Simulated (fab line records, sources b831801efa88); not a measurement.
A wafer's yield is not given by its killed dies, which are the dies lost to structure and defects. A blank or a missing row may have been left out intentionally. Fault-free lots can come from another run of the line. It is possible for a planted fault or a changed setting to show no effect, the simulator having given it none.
Matching of chambers || flow gf180mcu || rie diel-02 running GF_PASSIVATION_ETCH_11: 4 sister chambers
The step etches the open film in CF4/O2, stops on TiN, target depth 2040 nm, time 453.3 s. 8 wafers are shown with their chamber, then 12 later ones without.

## WAFERS, EACH WITH ITS CHAMBER
{"wafer": "L083.4", "chamber": 2, "drypump motor current A (A)": 5.3, "oes product au (a.u.)": 0.988}
{"wafer": "L087.6", "chamber": 3, "drypump motor current A (A)": 6.3, "oes product au (a.u.)": 0.991}
{"wafer": "L088.1", "chamber": 1, "drypump motor current A (A)": 5.9, "oes product au (a.u.)": 0.998}
{"wafer": "L088.2", "chamber": 0, "drypump motor current A (A)": 5.8, "oes product au (a.u.)": 0.983}
{"wafer": "L088.4", "chamber": 2, "drypump motor current A (A)": 5.2, "oes product au (a.u.)": 0.995}
{"wafer": "L089.1", "chamber": 0, "drypump motor current A (A)": 5.8, "oes product au (a.u.)": 0.986}
{"wafer": "L089.2", "chamber": 1, "drypump motor current A (A)": 5.9, "oes product au (a.u.)": 0.994}
{"wafer": "L089.3", "chamber": 3, "drypump motor current A (A)": 6.3, "oes product au (a.u.)": 0.992}

## WAFERS WITH NO CHAMBER GIVEN
{"wafer": "L091.2", "drypump motor current A (A)": 6.3, "oes product au (a.u.)": 0.988}
{"wafer": "L091.3", "drypump motor current A (A)": 5.9, "oes product au (a.u.)": 0.995}
{"wafer": "L091.6", "drypump motor current A (A)": 5.3, "oes product au (a.u.)": 0.985}
{"wafer": "L094.2", "drypump motor current A (A)": 5.8, "oes product au (a.u.)": 0.985}
{"wafer": "L094.3", "drypump motor current A (A)": 6.3, "oes product au (a.u.)": 1.005}
{"wafer": "L094.4", "drypump motor current A (A)": 5.9, "oes product au (a.u.)": 1.005}
{"wafer": "L095.1", "drypump motor current A (A)": 5.9, "oes product au (a.u.)": 0.993}
{"wafer": "L095.5", "drypump motor current A (A)": 5.8, "oes product au (a.u.)": 0.976}
{"wafer": "L095.6", "drypump motor current A (A)": 5.9, "oes product au (a.u.)": 0.995}
{"wafer": "L097.2", "drypump motor current A (A)": 5.2, "oes product au (a.u.)": 0.988}
{"wafer": "L097.4", "drypump motor current A (A)": 6.3, "oes product au (a.u.)": 0.988}
{"wafer": "L097.5", "drypump motor current A (A)": 5.7, "oes product au (a.u.)": 0.972}

## EACH ONE'S CHAMBER
{"wafer": "L091.2", "from the rows above": 3, "in truth": 3}
{"wafer": "L091.3", "from the rows above": 1, "in truth": 1}
{"wafer": "L091.6", "from the rows above": 2, "in truth": 2}
{"wafer": "L094.2", "from the rows above": 0, "in truth": 0}
{"wafer": "L094.3", "from the rows above": 3, "in truth": 3}
{"wafer": "L094.4", "from the rows above": 1, "in truth": 1}
{"wafer": "L095.1", "from the rows above": 1, "in truth": 1}
{"wafer": "L095.5", "from the rows above": 0, "in truth": 0}
{"wafer": "L095.6", "from the rows above": 1, "in truth": 1}
{"wafer": "L097.2", "from the rows above": 2, "in truth": 2}
{"wafer": "L097.4", "from the rows above": 3, "in truth": 3}
{"wafer": "L097.5", "from the rows above": 0, "in truth": 0}
Correctly placed: 12 of 12. Left unplaced by these rows: 0. Wrongly placed: 0.
How it was worked out, from the rows above alone: a wafer's distance from a chamber is the root of the sum, over the readings, of the square of ((its reading less the chamber's mean) divided by the reading's scatter). If the next closest chamber is less than 2 further off than the closest, the wafer can't be placed; otherwise it belongs to the closest. Each chamber's mean is taken over the wafers shown for it. The scatter: the root of (the sum of the squares of (reading less its chamber's mean) over the shown wafers, divided by (wafers less chambers)).
